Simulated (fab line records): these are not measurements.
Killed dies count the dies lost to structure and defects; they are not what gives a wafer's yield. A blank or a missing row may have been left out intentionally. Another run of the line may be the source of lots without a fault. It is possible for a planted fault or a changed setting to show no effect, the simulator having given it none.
What tool caused it? :: flow gf180mcu :: 72 wafers from 24 lots sampled at 5 of the route's 602 steps

== WHAT EACH GAUGE READ, for each wafer ==
GF_STI_CD_MEAS_12: target cd 220 nm.
lot: L074
measured: day 2 02:22
on: cd_sem-02
cd_nm (nm): 220.2 221.0 220.7

lot: L075
measured: day 2 06:13
on: cd_sem-02
cd_nm (nm): 219.2 219.3 220.8

lot: L076
measured: day 2 12:01
on: cd_sem-02
cd_nm (nm): 220.4 220.6 221.8

lot: L077
measured: day 2 18:20
on: cd_sem-01
cd_nm (nm): 219.4 219.1 220.1

lot: L078
measured: day 2 23:13
on: cd_sem-01
cd_nm (nm): 220.3 221.8 220.6

lot: L079
measured: day 3 03:45
on: cd_sem-01
cd_nm (nm): 219.3 220.2 218.3

lot: L080
measured: day 3 08:51
on: cd_sem-01
cd_nm (nm): 219.3 218.9 218.8

lot: L081
measured: day 3 13:25
on: cd_sem-02
cd_nm (nm): 219.8 219.2 220.4

lot: L082
measured: day 3 19:18
on: cd_sem-02
cd_nm (nm): 218.8 219.1 218.8

lot: L083
measured: day 4 01:58
on: cd_sem-01
cd_nm (nm): 219.1 218.9 219.3

lot: L084
measured: day 4 04:37
on: cd_sem-02
cd_nm (nm): 219.7 219.7 219.4

lot: L085
measured: day 4 13:03
on: cd_sem-02
cd_nm (nm): 218.7 219.3 218.1

lot: L086
measured: day 4 15:41
on: cd_sem-01
cd_nm (nm): 219.6 219.4 221.0

lot: L087
measured: day 4 21:00
on: cd_sem-01
cd_nm (nm): 219.6 220.0 220.7

lot: L088
measured: day 5 02:58
on: cd_sem-01
cd_nm (nm): 220.8 220.2 221.3

lot: L089
measured: day 5 06:52
on: cd_sem-02
cd_nm (nm): 218.5 219.2 219.7

lot: L090
measured: day 5 12:18
on: cd_sem-02
cd_nm (nm): 221.6 221.0 222.1

lot: L091
measured: day 5 17:25
on: cd_sem-01
cd_nm (nm): 219.1 219.0 218.8

lot: L092
measured: day 5 23:58
on: cd_sem-02
cd_nm (nm): 220.4 221.8 220.6

lot: L093
measured: day 6 04:35
on: cd_sem-02
cd_nm (nm): 220.4 220.8 219.6

lot: L094
measured: day 6 09:16
on: cd_sem-01
cd_nm (nm): 221.7 220.2 219.9

lot: L095
measured: day 6 14:09
on: cd_sem-01
cd_nm (nm): 219.8 219.7 219.6

lot: L096
measured: day 6 19:22
on: cd_sem-01
cd_nm (nm): 221.4 221.5 222.6

lot: L097
measured: day 7 00:09
on: cd_sem-02
cd_nm (nm): 220.0 220.3 219.9

GF_DNWELL_TW_MEAS_09.
lot: L074
measured: day 2 19:59
on: film_metro-04
DNWELL_TW: 1351 1341 1345

lot: L075
measured: day 3 00:15
on: film_metro-02
DNWELL_TW: 1330 1333 1336

lot: L076
measured: day 3 06:49
on: film_metro-02
DNWELL_TW: 1342 1340 1339

lot: L077
measured: day 3 12:07
on: film_metro-04
DNWELL_TW: 1349 1357 1362

lot: L078
measured: day 3 18:12
on: film_metro-01
DNWELL_TW: 1340 1330 1338

lot: L079
measured: day 3 21:56
on: film_metro-01
DNWELL_TW: 1330 1329 1328

lot: L080
measured: day 4 03:42
on: film_metro-04
DNWELL_TW: 1358 1364 1362

lot: L081
measured: day 4 09:43
on: film_metro-01
DNWELL_TW: 1327 1327 1328

lot: L082
measured: day 4 15:06
on: film_metro-01
DNWELL_TW: 1331 1331 1329

lot: L083
measured: day 4 20:30
on: film_metro-02
DNWELL_TW: 1329 1345 1344

lot: L084
measured: day 4 23:58
on: film_metro-04
DNWELL_TW: 1359 1365 1358

lot: L085
measured: day 5 08:24
on: film_metro-01
DNWELL_TW: 1329 1337 1332

lot: L086
measured: day 5 11:04
on: film_metro-01
DNWELL_TW: 1346 1347 1352

lot: L087
measured: day 5 17:09
on: film_metro-01
DNWELL_TW: 1337 1336 1326

lot: L088
measured: day 6 01:47
on: film_metro-02
DNWELL_TW: 1337 1341 1334

lot: L089
measured: day 6 04:02
on: film_metro-01
DNWELL_TW: 1330 1331 1325

lot: L090
measured: day 6 08:37
on: film_metro-02
DNWELL_TW: 1338 1333 1343

lot: L091
measured: day 6 13:24
on: film_metro-02
DNWELL_TW: 1338 1337 1343

lot: L092
measured: day 6 21:15
on: film_metro-01
DNWELL_TW: 1339 1338 1339

lot: L093
measured: day 7 01:52
on: film_metro-01
DNWELL_TW: 1333 1338 1337

lot: L094
measured: day 7 05:06
on: film_metro-02
DNWELL_TW: 1346 1346 1346

lot: L095
measured: day 7 11:11
on: film_metro-01
DNWELL_TW: 1325 1326 1321

lot: L096
measured: day 7 15:44
on: film_metro-02
DNWELL_TW: 1344 1336 1347

lot: L097
measured: day 7 21:23
on: film_metro-04
DNWELL_TW: 1360 1366 1362

GF_MVPSD_TW_MEAS_11.
lot: L074
measured: day 5 05:56
on: film_metro-04
MVPSD_TW: 558 558 558

lot: L075
measured: day 5 09:35
on: film_metro-04
MVPSD_TW: 554 552 553

lot: L076
measured: day 5 16:59
on: film_metro-04
MVPSD_TW: 560 559 557

lot: L077
measured: day 5 22:56
on: film_metro-04
MVPSD_TW: 559 556 557

lot: L078
measured: day 6 05:49
on: film_metro-02
MVPSD_TW: 546 547 548

lot: L079
measured: day 6 10:26
on: film_metro-04
MVPSD_TW: 557 556 557

lot: L080
measured: day 6 17:20
on: film_metro-04
MVPSD_TW: 558 555 555

lot: L081
measured: day 6 23:02
on: film_metro-02
MVPSD_TW: 549 548 549

lot: L082
measured: day 7 06:53
on: film_metro-04
MVPSD_TW: 559 561 559

lot: L083
measured: day 7 12:46
on: film_metro-02
MVPSD_TW: 550 553 549

lot: L084
measured: day 7 15:07
on: film_metro-04
MVPSD_TW: 556 560 556

lot: L085
measured: day 8 02:17
on: film_metro-04
MVPSD_TW: 560 557 558

lot: L086
measured: day 8 04:54
on: film_metro-04
MVPSD_TW: 559 559 558

lot: L087
measured: day 8 11:53
on: film_metro-03
MVPSD_TW: 548 545 543

lot: L088
measured: day 8 21:08
on: film_metro-03
MVPSD_TW: 544 544 544

lot: L089
measured: day 8 23:39
on: film_metro-02
MVPSD_TW: 551 551 553

lot: L090
measured: day 9 04:38
on: film_metro-03
MVPSD_TW: 544 543 544

lot: L091
measured: day 9 09:40
on: film_metro-04
MVPSD_TW: 558 556 556

lot: L092
measured: day 9 19:25
on: film_metro-02
MVPSD_TW: 550 551 548

lot: L093
measured: day 9 23:36
on: film_metro-03
MVPSD_TW: 544 543 544

lot: L094
measured: day 10 04:05
on: film_metro-02
MVPSD_TW: 549 549 552

lot: L095
measured: day 10 10:38
on: film_metro-04
MVPSD_TW: 560 560 561

lot: L096
measured: day 10 15:41
on: film_metro-03
MVPSD_TW: 547 549 549

lot: L097
measured: day 10 22:23
on: film_metro-02
MVPSD_TW: 549 550 550

== TOOL THAT RAN EACH LOT (tool first, then ch and the chambers of the sampled wafers, then the start) ==
lot: L074
GF_STI_ETCH_13: rie_diel-04 ch 0,1,2, day 2 02:29
GF_STI_ETCH_14: rie_si-02 ch 1,2,3, day 2 02:34

lot: L075
GF_STI_ETCH_13: rie_diel-03 ch 0,3, day 2 06:20
GF_STI_ETCH_14: rie_si-01 ch 0,3, day 2 06:25

lot: L076
GF_STI_ETCH_13: rie_diel-04 ch 0,2, day 2 12:08
GF_STI_ETCH_14: rie_si-01 ch 1,2,3, day 2 12:13

lot: L077
GF_STI_ETCH_13: rie_diel-01 ch 0,1,3, day 2 18:26
GF_STI_ETCH_14: rie_si-01 ch 0,1,2, day 2 18:30

lot: L078
GF_STI_ETCH_13: rie_diel-04 ch 0,1,3, day 2 23:20
GF_STI_ETCH_14: rie_si-02 ch 0,1,3, day 2 23:25

lot: L079
GF_STI_ETCH_13: rie_diel-01 ch 0,1,2, day 3 03:52
GF_STI_ETCH_14: rie_si-02 ch 1,2,3, day 3 03:57

lot: L080
GF_STI_ETCH_13: rie_diel-01 ch 0,1,2, day 3 08:58
GF_STI_ETCH_14: rie_si-02 ch 0,1,3, day 3 09:03

lot: L081
GF_STI_ETCH_13: rie_diel-03 ch 1,3, day 3 13:31
GF_STI_ETCH_14: rie_si-01 ch 0,3, day 3 13:36

lot: L082
GF_STI_ETCH_13: rie_diel-04 ch 1,2,3, day 3 19:25
GF_STI_ETCH_14: rie_si-01 ch 1,2,3, day 3 19:30

lot: L083
GF_STI_ETCH_13: rie_diel-03 ch 0,1, day 4 02:05
GF_STI_ETCH_14: rie_si-01 ch 1,2,3, day 4 02:10

lot: L084
GF_STI_ETCH_13: rie_diel-01 ch 1,2,3, day 4 04:40
GF_STI_ETCH_14: rie_si-02 ch 0,1,3, day 4 04:45

lot: L085
GF_STI_ETCH_13: rie_diel-03 ch 0,1,3, day 4 13:10
GF_STI_ETCH_14: rie_si-01 ch 1,2, day 4 13:15

lot: L086
GF_STI_ETCH_13: rie_diel-04 ch 0,1, day 4 15:46
GF_STI_ETCH_14: rie_si-02 ch 0,1, day 4 15:51

lot: L087
GF_STI_ETCH_13: rie_diel-04 ch 1,3, day 4 21:07
GF_STI_ETCH_14: rie_si-01 ch 1,2,3, day 4 21:12

lot: L088
GF_STI_ETCH_13: rie_diel-03 ch 0,1,3, day 5 03:04
GF_STI_ETCH_14: rie_si-02 ch 2,3, day 5 03:09

lot: L089
GF_STI_ETCH_13: rie_diel-03 ch 0,1, day 5 06:58
GF_STI_ETCH_14: rie_si-01 ch 0,1,2, day 5 07:03

lot: L090
GF_STI_ETCH_13: rie_diel-03 ch 0,1, day 5 12:23
GF_STI_ETCH_14: rie_si-01 ch 1,2,3, day 5 12:28

lot: L091
GF_STI_ETCH_13: rie_diel-04 ch 0,1,3, day 5 17:32
GF_STI_ETCH_14: rie_si-01 ch 0,1,3, day 5 17:37

lot: L092
GF_STI_ETCH_13: rie_diel-04 ch 0,2, day 6 00:05
GF_STI_ETCH_14: rie_si-01 ch 0,2,3, day 6 00:10

lot: L093
GF_STI_ETCH_13: rie_diel-03 ch 1,2, day 6 04:41
GF_STI_ETCH_14: rie_si-02 ch 0,3, day 6 04:46

lot: L094
GF_STI_ETCH_13: rie_diel-01 ch 1,2,3, day 6 09:23
GF_STI_ETCH_14: rie_si-02 ch 0,1,3, day 6 09:28

lot: L095
GF_STI_ETCH_13: rie_diel-04 ch 0,2,3, day 6 14:16
GF_STI_ETCH_14: rie_si-02 ch 1,2,3, day 6 14:21

lot: L096
GF_STI_ETCH_13: rie_diel-04 ch 0,2,3, day 6 19:29
GF_STI_ETCH_14: rie_si-02 ch 2,3, day 6 19:34

lot: L097
GF_STI_ETCH_13: rie_diel-03 ch 0,1, day 7 00:16
GF_STI_ETCH_14: rie_si-01 ch 1,2,3, day 7 00:21
- GF_STI_ETCH_13: etches the open film in CHF3/O2, stops on Si, target depth 282.31 nm, time 112.9 s.
- GF_STI_ETCH_14: etches Si in HBr/Cl2/O2, target depth 360 nm, time 102.9 s.

== WHAT THE TOOLS THEMSELVES READ (means of the sampled wafers that have a number; where no wafer has one, the mark that the record gives instead) ==
GF_STI_ETCH_13.
lot: L074
tool: rie_diel-04
chf3_flow_sccm (sccm): 50.01
drypump_motor_current_A (A): 5.6
oes_product_au (a.u.): 0.833
throttle_valve_pct (%): 8.809

lot: L075
tool: rie_diel-03
chf3_flow_sccm (sccm): 50.08
drypump_motor_current_A (A): 5.9
oes_product_au (a.u.): 0.831
throttle_valve_pct (%): 8.809

lot: L076
tool: rie_diel-04
chf3_flow_sccm (sccm): 50.05
drypump_motor_current_A (A): 5.5
oes_product_au (a.u.): 0.835
throttle_valve_pct (%): 8.822

lot: L077
tool: rie_diel-01
chf3_flow_sccm (sccm): 50.05
drypump_motor_current_A (A): 5.8
oes_product_au (a.u.): 0.828
throttle_valve_pct (%): 8.815

lot: L078
tool: rie_diel-04
chf3_flow_sccm (sccm): 50.33
drypump_motor_current_A (A): 5.5
oes_product_au (a.u.): 0.837
throttle_valve_pct (%): 8.813

lot: L079
tool: rie_diel-01
chf3_flow_sccm (sccm): 50.07
drypump_motor_current_A (A): 5.9
oes_product_au (a.u.): 0.835
throttle_valve_pct (%): 8.810

lot: L080
tool: rie_diel-01
chf3_flow_sccm (sccm): 49.99
drypump_motor_current_A (A): 5.8
oes_product_au (a.u.): 0.831
throttle_valve_pct (%): 8.802

lot: L081
tool: rie_diel-03
chf3_flow_sccm (sccm): 50.12
drypump_motor_current_A (A): 5.6
oes_product_au (a.u.): 0.839
throttle_valve_pct (%): 8.811

lot: L082
tool: rie_diel-04
chf3_flow_sccm (sccm): 50.07
drypump_motor_current_A (A): 5.5
oes_product_au (a.u.): 0.837
throttle_valve_pct (%): 8.816

lot: L083
tool: rie_diel-03
chf3_flow_sccm (sccm): 50.11
drypump_motor_current_A (A): 5.9
oes_product_au (a.u.): 0.836
throttle_valve_pct (%): 8.812

lot: L084
tool: rie_diel-01
chf3_flow_sccm (sccm): 49.95
drypump_motor_current_A (A): 5.9
oes_product_au (a.u.): 0.839
throttle_valve_pct (%): 8.807

lot: L085
tool: rie_diel-03
chf3_flow_sccm (sccm): 49.89
drypump_motor_current_A (A): 5.9
oes_product_au (a.u.): 0.835
throttle_valve_pct (%): 8.808

lot: L086
tool: rie_diel-04
chf3_flow_sccm (sccm): 49.99
drypump_motor_current_A (A): 5.6
oes_product_au (a.u.): 0.837
throttle_valve_pct (%): 8.808

lot: L087
tool: rie_diel-04
chf3_flow_sccm (sccm): 50.13
drypump_motor_current_A (A): 5.7
oes_product_au (a.u.): 0.839
throttle_valve_pct (%): 8.805

lot: L088
tool: rie_diel-03
chf3_flow_sccm (sccm): 50.12
drypump_motor_current_A (A): 5.9
oes_product_au (a.u.): 0.839
throttle_valve_pct (%): 8.810

lot: L089
tool: rie_diel-03
chf3_flow_sccm (sccm): 49.96
drypump_motor_current_A (A): 6.0
oes_product_au (a.u.): 0.832
throttle_valve_pct (%): 8.817

lot: L090
tool: rie_diel-03
chf3_flow_sccm (sccm): 49.96
drypump_motor_current_A (A): 6.2
oes_product_au (a.u.): 0.839
throttle_valve_pct (%): 8.813

lot: L091
tool: rie_diel-04
chf3_flow_sccm (sccm): 49.91
drypump_motor_current_A (A): 5.5
oes_product_au (a.u.): 0.832
throttle_valve_pct (%): 8.807

lot: L092
tool: rie_diel-04
chf3_flow_sccm (sccm): 50.02
drypump_motor_current_A (A): 5.4
oes_product_au (a.u.): 0.826
throttle_valve_pct (%): 8.816

lot: L093
tool: rie_diel-03
chf3_flow_sccm (sccm): 49.97
drypump_motor_current_A (A): 5.9
oes_product_au (a.u.): 0.835
throttle_valve_pct (%): 8.811

lot: L094
tool: rie_diel-01
chf3_flow_sccm (sccm): 50.04
drypump_motor_current_A (A): 5.8
oes_product_au (a.u.): 0.832
throttle_valve_pct (%): 8.808

lot: L095
tool: rie_diel-04
chf3_flow_sccm (sccm): 50.11
drypump_motor_current_A (A): 5.4
oes_product_au (a.u.): 0.834
throttle_valve_pct (%): 8.811

lot: L096
tool: rie_diel-04
chf3_flow_sccm (sccm): 49.98
drypump_motor_current_A (A): 5.4
oes_product_au (a.u.): 0.828
throttle_valve_pct (%): 8.805

lot: L097
tool: rie_diel-03
chf3_flow_sccm (sccm): 49.82
drypump_motor_current_A (A): 6.2
oes_product_au (a.u.): 0.831
throttle_valve_pct (%): 8.802

GF_STI_ETCH_14.
lot: L074
tool: rie_si-02
HBr_flow_sccm (sccm): 149.6
drypump_motor_current_A (A): 5.7
oes_product_au (a.u.): 0.995
throttle_valve_pct (%): 25.658

lot: L075
tool: rie_si-01
HBr_flow_sccm (sccm): 149.8
drypump_motor_current_A (A): 5.8
oes_product_au (a.u.): 0.995
throttle_valve_pct (%): 25.661

lot: L076
tool: rie_si-01
HBr_flow_sccm (sccm): 150.4
drypump_motor_current_A (A): 6.1
oes_product_au (a.u.): 0.989
throttle_valve_pct (%): 25.664

lot: L077
tool: rie_si-01
HBr_flow_sccm (sccm): 150.2
drypump_motor_current_A (A): 6.1
oes_product_au (a.u.): 0.994
throttle_valve_pct (%): 25.654

lot: L078
tool: rie_si-02
HBr_flow_sccm (sccm): 150.6
drypump_motor_current_A (A): 5.8
oes_product_au (a.u.): 1.006
throttle_valve_pct (%): 25.650

lot: L079
tool: rie_si-02
HBr_flow_sccm (sccm): 150.0
drypump_motor_current_A (A): 5.7
oes_product_au (a.u.): 0.994
throttle_valve_pct (%): 25.660

lot: L080
tool: rie_si-02
HBr_flow_sccm (sccm): 150.1
drypump_motor_current_A (A): 5.8
oes_product_au (a.u.): 1.008
throttle_valve_pct (%): 25.659

lot: L081
tool: rie_si-01
HBr_flow_sccm (sccm): 149.8
drypump_motor_current_A (A): 5.8
oes_product_au (a.u.): 0.995
throttle_valve_pct (%): 25.667

lot: L082
tool: rie_si-01
HBr_flow_sccm (sccm): 149.9
drypump_motor_current_A (A): 6.1
oes_product_au (a.u.): 0.995
throttle_valve_pct (%): 25.663

lot: L083
tool: rie_si-01
HBr_flow_sccm (sccm): 150.0
drypump_motor_current_A (A): 6.1
oes_product_au (a.u.): 0.994
throttle_valve_pct (%): 25.665

lot: L084
tool: rie_si-02
HBr_flow_sccm (sccm): 150.2
drypump_motor_current_A (A): 5.8
oes_product_au (a.u.): 1.009
throttle_valve_pct (%): 25.645

lot: L085
tool: rie_si-01
HBr_flow_sccm (sccm): 149.7
drypump_motor_current_A (A): 6.3
oes_product_au (a.u.): 1.007
throttle_valve_pct (%): 25.646

lot: L086
tool: rie_si-02
HBr_flow_sccm (sccm): 149.8
drypump_motor_current_A (A): 6.1
oes_product_au (a.u.): 1.004
throttle_valve_pct (%): 25.654

lot: L087
tool: rie_si-01
HBr_flow_sccm (sccm): 150.3
drypump_motor_current_A (A): 6.1
oes_product_au (a.u.): 1.000
throttle_valve_pct (%): 25.658

lot: L088
tool: rie_si-02
HBr_flow_sccm (sccm): 149.9
drypump_motor_current_A (A): 5.9
oes_product_au (a.u.): 0.989
throttle_valve_pct (%): 25.660

lot: L089
tool: rie_si-01
HBr_flow_sccm (sccm): 150.0
drypump_motor_current_A (A): 6.1
oes_product_au (a.u.): 1.007
throttle_valve_pct (%): 25.645

lot: L090
tool: rie_si-01
HBr_flow_sccm (sccm): 149.9
drypump_motor_current_A (A): 6.1
oes_product_au (a.u.): 0.991
throttle_valve_pct (%): 25.663

lot: L091
tool: rie_si-01
HBr_flow_sccm (sccm): 149.5
drypump_motor_current_A (A): 6.0
oes_product_au (a.u.): 0.998
throttle_valve_pct (%): 25.657

lot: L092
tool: rie_si-01
HBr_flow_sccm (sccm): 150.5
drypump_motor_current_A (A): 5.8
oes_product_au (a.u.): 0.999
throttle_valve_pct (%): 25.655

lot: L093
tool: rie_si-02
HBr_flow_sccm (sccm): 149.6
drypump_motor_current_A (A): 5.7
oes_product_au (a.u.): 0.986
throttle_valve_pct (%): 25.658

lot: L094
tool: rie_si-02
HBr_flow_sccm (sccm): 149.9
drypump_motor_current_A (A): 5.7
oes_product_au (a.u.): 0.994
throttle_valve_pct (%): 25.656

lot: L095
tool: rie_si-02
HBr_flow_sccm (sccm): 149.9
drypump_motor_current_A (A): 5.6
oes_product_au (a.u.): 0.997
throttle_valve_pct (%): 25.664

lot: L096
tool: rie_si-02
HBr_flow_sccm (sccm): 149.7
drypump_motor_current_A (A): 5.6
oes_product_au (a.u.): 0.993
throttle_valve_pct (%): 25.665

lot: L097
tool: rie_si-01
HBr_flow_sccm (sccm): 149.8
drypump_motor_current_A (A): 6.0
oes_product_au (a.u.): 0.991
throttle_valve_pct (%): 25.656

== THE ANSWER, worked out from the rows above alone ==
Rule: the lots themselves supply what counts as usual. Put in order of their means at a reading, lots are off if they are a third of the lots or fewer, leave a main group of 4 or more, and stand apart from it by a gap of 3 or more times the standard deviation of the main group's means; of several such gaps the widest counts. Not used: any main group whose means are identical at the precision the tables above print for the reading. A lot without any number at a reading at which 4 lots or more have one is off too. Any other lot the step has rows for is counted as sound. Order of review: gauges by route order, followed by the tools' own readings, for which a lot's mean as printed above is used. The first step at which some lot is off is used, and at that step the reading that is off furthest; a lot without a number counts as furthest.
Nothing can be told from this: no lot is off at any reading shown.

== WHAT THE SIMULATOR HAD INSERTED ==
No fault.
